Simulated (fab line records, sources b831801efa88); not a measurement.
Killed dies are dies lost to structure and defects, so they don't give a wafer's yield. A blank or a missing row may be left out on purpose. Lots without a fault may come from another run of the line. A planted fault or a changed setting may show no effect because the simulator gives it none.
Chamber matching | flow sky130 | SKY_VIA1_CMP_24 on cmp-01: 4 sister chambers
The step polishes, stops on SiO2, t overpolish 15 s, target thk 0 nm. 4 wafers are shown with their chamber, then 7 later ones without.

WAFERS WITH THEIR CHAMBER
wafer  | chamber | motor_current_A (A)
L077.6 | 0       | 10.8
L080.4 | 1       | 12.6
L085.2 | 3       | 11.8
L085.3 | 2       | 9.1

WAFERS WITHOUT THEIR CHAMBER
wafer  | motor_current_A (A)
L085.4 | 11.8
L086.4 | 10.2
L086.5 | 9.5
L086.6 | 11.4
L094.4 | 11.8
L094.5 | 11.2
L094.6 | 10.5

WHICH CHAMBER EACH WENT THROUGH
wafer  | from the rows above     | in truth
L085.4 | 3                       | 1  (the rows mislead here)
L086.4 | can't be placed: 0 or 2 | 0
L086.5 | 2                       | 2
L086.6 | can't be placed: 3 or 0 | 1
L094.4 | 3                       | 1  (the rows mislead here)
L094.5 | can't be placed: 0 or 3 | 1
L094.6 | 0                       | 0
Placed correctly: 2 of 7. Can't be placed from these rows: 3 (the true chamber is among the candidates in 1). Placed wrongly: 2.
How it was worked out, from the rows above alone: a wafer's distance from a chamber is the root of the sum, over the readings, of the square of ((its reading less the chamber's mean) divided by the reading's scatter). The wafer belongs to the nearest chamber; if the next one is less than 2 further off, it can't be placed. A chamber's mean is the mean of its shown wafers. The scatter: with one shown wafer a chamber, the root of the mean of the squares of how far each hidden wafer lies from its nearest shown one.
